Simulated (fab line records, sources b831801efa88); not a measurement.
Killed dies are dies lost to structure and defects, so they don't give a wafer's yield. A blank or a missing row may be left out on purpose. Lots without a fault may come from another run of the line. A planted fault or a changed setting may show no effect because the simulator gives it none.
Problem report in the 8D (eight disciplines) form, filled by code | flow gf180mcu | the parts of the form that need people (team, actions taken, sign-off) are left out

1. THE PROBLEM
run_length_s at GF_M3_METAL_ETCH_16 reads a mean of 126.7 s on 6 wafers of 2 lots; wafers without a fault read 133.0 s with a standard deviation of 0.4. That is -16 standard deviations from the usual mean.
The step: etches the open film in Cl2/BCl3, stops on SiO2, target depth 627.5 nm, time 104.6 s.
First seen on wafer L307.2, day 27 17:05, on rie_metal-02. The record holds 36 wafers of 12 lots with a number at this step. Rule for "out", or "out of limits": more than 4 standard deviations from the usual mean. The other wafers with a number count as sound.

2. WHAT IT IS AND WHAT IT IS NOT
question                    | is                           | is not
which readings at this step | run_length_s, oes_product_au | drypump_motor_current_A
which lots                  | L307, L310                   | L289, L291, L292, L293, L296, L300, L304, L309, L311, L312
which wafers of those lots  | all that have a number       | -
read on which tools         | rie_metal-02                 | rie_metal-01, rie_metal-04
when                        | from day 27 17:05            | up to then (21 sound wafers); but 9 sound wafers of L309, L311, L312 came after

3. SUSPECTS, AND WHAT RULES EACH OUT
Counting: a tool at a process step up to the reading stays a suspect if it ran every lot that is out and no sound lot after the first of them.
- pvd_sputter-03 at GF_M3_SPUTTER_03 (material Ti, target thk 10 nm, time 6.7 s): ruled out as a lasting fault. Sound lots L309 ran on it after its first lot that is out, L307 (day 26 21:07).
- rie_metal-02 at GF_M3_METAL_ETCH_16 (etches the open film in Cl2/BCl3, stops on SiO2, target depth 627.5 nm, time 104.6 s): kept. It ran every lot that is out, first L307 (day 27 17:05), and no sound lot after that; its last sound lot up to then is L304 (day 26 15:47). Its own readings are out on those wafers: oes_product_au, run_length_s.
Left after counting: rie_metal-02 at GF_M3_METAL_ETCH_16.

4. THE CAUSE (what the simulator had put in)
Process parameter drift: rie_metal-02, from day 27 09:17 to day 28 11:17, at GF_M3_METAL_ETCH_16. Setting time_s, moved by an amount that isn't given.
Counting left only this tool.

5. THE CHAIN OF EFFECTS, in route order
Each row: a reading whose mean over the struck wafers that have a number lies more than 3 standard deviations from the usual. Only readings for which the record gives a usual standard deviation are gone through. hours: the time from each lot's start at the first step in this table that gives one to its start at this step, as a median over the lots. sigmas: the change in usual standard deviations.
hours | step                | reading            | usual      | on struck wafers | change | sigmas
0     | GF_M3_METAL_ETCH_16 | oes_product_au     | 0.971 a.u. | 1.013            | +0.042 | +7.5
0     | GF_M3_METAL_ETCH_16 | run_length_s       | 133.0 s    | 126.7            | -6.3   | -16
0     | GF_M3_METAL_ETCH_16 | throttle_valve_pct | 28.251 %   | 28.204           | -0.047 | -3.9
The process steps in it:
- GF_M3_METAL_ETCH_16: etches the open film in Cl2/BCl3, stops on SiO2, target depth 627.5 nm, time 104.6 s.

6. WHAT WOULD HAVE CAUGHT IT SOONER
In this record the first reading out of limits was taken at day 27 17:05, 8 hours after the fault began at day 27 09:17.
